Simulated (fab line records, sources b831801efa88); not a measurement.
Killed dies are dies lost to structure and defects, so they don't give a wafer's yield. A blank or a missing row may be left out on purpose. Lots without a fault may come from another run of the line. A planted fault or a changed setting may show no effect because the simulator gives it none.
fab line records | flow sky130
record lots=7 wafers=21 last_day=50
route steps=708 shown NWELL@63
lots that met no fault: from a run of the same line without faults
start_h: hours from the record's first day to the start of the lot's first wafer shown | wait_h: hours since the lot's step before | " the same as in the row above | L1.1+2: a row that stands for several wafers | - no value, or no start given | * or withheld: withheld | < > ~ a bound
route shown NAME@n: a module of which the file shows steps, and the number in the route of the first | usual: mean/standard deviation of fault-free wafers | same: alike in all rows | chamber/n: place in a boat | sites: the reading at each site | _std_site: their standard deviation | _edge_site: outer sites' mean less inner sites' | radius_mm: how far each site lies from the wafer's centre | mask NAME#n: copy n | behind: the tool/chamber that last shaped the wafer | hold: why the lot was held/for how many hours/how that ended | device: the transistor (n, p or np) that didn't switch | end of line: the same wafers' tests at the end of the route | a step without rows: its recipe alone | killed: dies lost to structure and defects at the first sort, not the wafer's yield | map: a wafer's dies, x killed, . not, _ none there
set.NAME: the setting as run; set.NAME@STEP: as run at that earlier step | model.NAME: the simulator's own value behind a step, which no gauge read
lots at some steps of the route; a table a step, a row a wafer
services: from which hour (start_h, from the record's first day; less than 0 if before it) a tool's chamber was out of use, for how many hours, and why
## steps
# step SKY_NWELL_OVL_MEAS_10
# usual NWELL_00_OVL=0.5/1.1
# columns lot.wafer tool chamber start_h wait_h NWELL_00_OVL[nm]
L978.3 overlay-02 - 96.57 - -1.7
L978.4 " - " " -0.5
L978.6 " - " " 0.2
L987.1 overlay-01 - 145.00 - -0.4
L987.3 " - " " 0.1
L987.5 " - " " 0.4
L990.2 overlay-01 - 158.94 - -0.5
L990.5 " - " " 1.7
L990.6 " - " " 1.1
L991.3 overlay-02 - 172.20 - -0.1
L991.4 " - " " -0.2
L991.6 " - " " -0.5
L992.2 overlay-02 - 177.12 - -0.2
L992.3 " - " " -1.0
L992.5 " - " " -0.7
L995.1 overlay-01 - 193.43 - 1.9
L995.3 " - " " 0.2
L995.4 " - " " 2.5
L100.1 overlay-02 - 225.93 - 0.2
L100.5 " - " " 0.2
L100.6 " - " " 1.4
# step SKY_NWELL_IMPLANT_11
# recipe species=P energy_kev=400 dose_cm2=1.9e+13 tilt_deg=withheld
# step SKY_NWELL_IMPLANT_12
# recipe species=P energy_kev=120 dose_cm2=1.3e+12 tilt_deg=withheld
# step SKY_NWELL_IMPLANT_13
# recipe species=P energy_kev=50 dose_cm2=7e+11 tilt_deg=withheld
# step SKY_NWELL_STRIP_14
# recipe chemistry=O2/N2 power_w=1400 pressure_mtorr=1500 platen_temp_c=withheld o2_flow_sccm=3000 n2_flow_sccm=300 overash_fraction=0.5
# usual drypump_motor_current_A=5.60/0.27 o2_flow_sccm=3000/10 oes_product_au=0.724/0.0044 strip_time_to_endpoint_s=36.91/0.1
# columns lot.wafer tool chamber start_h wait_h drypump_motor_current_A o2_flow_sccm oes_product_au rf_hours_counter_h strip_time_to_endpoint_s
L978.3 plasma_asher-02 1 97.08 0.1 5.51 3010 0.718 - 36.82
L978.4 " 0 " " 5.65 3013 0.719 - 36.88
L978.6 " 1 " " 5.50 3015 0.719 - 36.92
L987.1 plasma_asher-02 0 145.49 0.1 5.62 2995 0.725 3 37.05
L987.3 " 0 " " 5.63 2988 0.726 - 36.98
L987.5 " 0 " " 5.63 3000 0.723 - 37.07
L990.2 plasma_asher-03 0 159.57 0.1 5.13 2996 0.727 43 36.83
L990.5 " 1 " " 5.72 2993 0.724 - 36.84
L990.6 " 0 " " 5.13 2997 0.729 - 36.91
L991.3 plasma_asher-02 1 172.70 0.1 5.48 3006 0.728 - 36.96
L991.4 " 0 " " 5.68 2998 0.724 - 36.91
L991.6 " 1 " " 5.48 3002 0.729 - 36.90
L992.2 plasma_asher-02 1 177.60 0.1 5.50 2995 0.724 6 36.92
L992.3 " 1 " " 5.48 2993 0.719 - 36.90
L992.5 " 0 " " 5.65 3006 0.727 - 36.94
L995.1 plasma_asher-02 0 193.92 0.1 5.63 3008 0.722 8 36.92
L995.3 " 0 " " 5.62 2990 0.723 - 37.00
L995.4 " 1 " " 5.50 3017 0.723 - 37.11
L100.1 plasma_asher-02 0 226.42 0.1 5.65 3012 0.712 11 36.91
L100.5 " 0 " " 5.62 3006 0.718 - 36.89
L100.6 " 1 " " 5.48 3012 0.726 - 36.77
# step SKY_NWELL_TW_MEAS_15
# usual NWELL_TW=1833/10
# columns lot.wafer tool chamber start_h wait_h NWELL_TW
L978.3 film_metro-03 - 97.17 0.1 1828
L978.4 " - " " 1823
L978.6 " - " " 1826
L987.1 film_metro-01 - 145.59 0.1 1840
L987.3 " - " " 1828
L987.5 " - " " 1840
L990.2 film_metro-01 - 159.68 0.1 1838
L990.5 " - " " 1840
L990.6 " - " " 1846
L991.3 film_metro-01 - 172.79 0.1 1840
L991.4 " - " " 1839
L991.6 " - " " 1835
L992.2 film_metro-03 - 177.71 0.1 1834
L992.3 " - " " 1822
L992.5 " - " " 1826
L995.1 film_metro-04 - 194.02 0.1 1830
L995.3 " - " " 1839
L995.4 " - " " 1831
L100.1 film_metro-01 - 226.52 0.1 1860
L100.5 " - " " 1853
L100.6 " - " " 1860
# step SKY_NWELL_DEHYDRATE_16
# recipe temp_c=200 time_s=60
# step SKY_NWELL_HMDS_17
# recipe prime_time_s=60 prime_temp_c=120
# step SKY_NWELL_COAT_18
# recipe spin_rpm=2000 resist_thk_nm=3000
# step SKY_NWELL_SOFTBAKE_19
# recipe temp_c=110 time_s=withheld
# step SKY_NWELL_EXPOSE_20
# recipe mask_id=NWM_COMPLEMENT na=0.6 source_shape=conventional sigma_outer=0.6 polarization=unpolarized target_cd_nm=840 dose_mj=260
# step SKY_NWELL_PEB_21
# recipe temp_c=115 time_s=withheld
# step SKY_NWELL_DEVELOP_22
# recipe wall_angle_deg=90 developer=TMAH develop_time_s=60 dev_temp_c=23
# usual chill_plate_temp_C=23.00/0.13 develop_time_s=60/0
# columns lot.wafer tool chamber start_h wait_h chill_plate_temp_C develop_time_s
L978.3 litho_track-03 0 116 - 23.03 60
L978.4 " 0 " " 23.11 60
L978.6 " 0 " " 23.06 60
L987.1 litho_track-02 0 164 - 22.88 60
L987.3 " 0 " " 23.07 60
L987.5 " 0 " " 22.81 60
L990.2 litho_track-02 - 180 - - -
L990.5 " - " " - -
L990.6 " - " " - -
L991.3 litho_track-02 - 193 - - -
L991.4 " - " " - -
L991.6 " - " " - -
L992.2 litho_track-03 - 198 - - -
L992.3 " - " " - -
L992.5 " - " " - -
L995.1 litho_track-03 0 215 - 22.95 60
L995.3 " 0 " " 23.21 60
L995.4 " 0 " " 23.12 60
L100.1 litho_track-01 0 249 - 23.20 60
L100.5 " 0 " " 23.31 60
L100.6 " 0 " " 23.18 60
# step SKY_NWELL_OVL_MEAS_23
# usual NWELL_01_OVL=-0.3/1.3
# columns lot.wafer tool chamber start_h wait_h NWELL_01_OVL[nm]
L978.3 overlay-01 - 116.16 - -0.7
L978.4 " - " " 0.7
L978.6 " - " " -1.6
L987.1 overlay-02 - 165.01 - 0.9
L987.3 " - " " 0.2
L987.5 " - " " 1.8
L990.2 overlay-01 - 180.82 - -
L990.5 " - " " -
L990.6 " - " " -
L991.3 overlay-02 - 193.17 - -
L991.4 " - " " -
L991.6 " - " " -
L992.2 overlay-02 - 198.31 - -
L992.3 " - " " -
L992.5 " - " " -
L995.1 overlay-01 - 215.55 - -2.7
L995.3 " - " " 0.3
L995.4 " - " " -1.7
L100.1 overlay-01 - 249.58 - 0.6
L100.5 " - " " 0.4
L100.6 " - " " -0.4
## services
# columns tool chamber start_h hours kind
plasma_asher-03 - 79.33 8.1 repair
plasma_asher-03 - 90.41 38.8 repair
plasma_asher-02 - 108.75 9.0 pm
plasma_asher-02 0 108.75 9.0 vent_cycle
plasma_asher-02 1 108.75 9.0 vent_cycle
plasma_asher-02 0 117.75 - clean
plasma_asher-02 1 117.75 - clean
plasma_asher-02 - 206.19 2.4 repair
## key
first_sign step=SKY_NWELL_DEVELOP_22 reading=tool_record direction=missing
effect none on later readings
met_at SKY_NWELL_DEVELOP_22
struck_wafers L990.2,L990.5,L990.6,L991.3,L991.4,L991.6,L992.2,L992.3,L992.5
sort_left_out L990.2,L990.5,L990.6,L991.3,L991.4,L991.6,L992.2,L992.3,L992.5
tester_left_out L990,L991,L992
onset_between 164 180
fault kind=skipped_step_whole tool=litho_track-02,litho_track-03 chamber=- onset_h=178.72 steps=SKY_NWELL_DEVELOP_22 scope=struck_lots_only
# tester_left_out: of these lots the tester's yield and bins aren't shown, on N5 and GAA mostly nor the transistor test; their killed dies are dies lost to structure and defects alone, not to doping, threshold or leakage, so they don't give the yield
# sort_left_out: the simulated sort isn't trusted on such a fault, so these wafers' sort isn't shown, and their yield isn't known
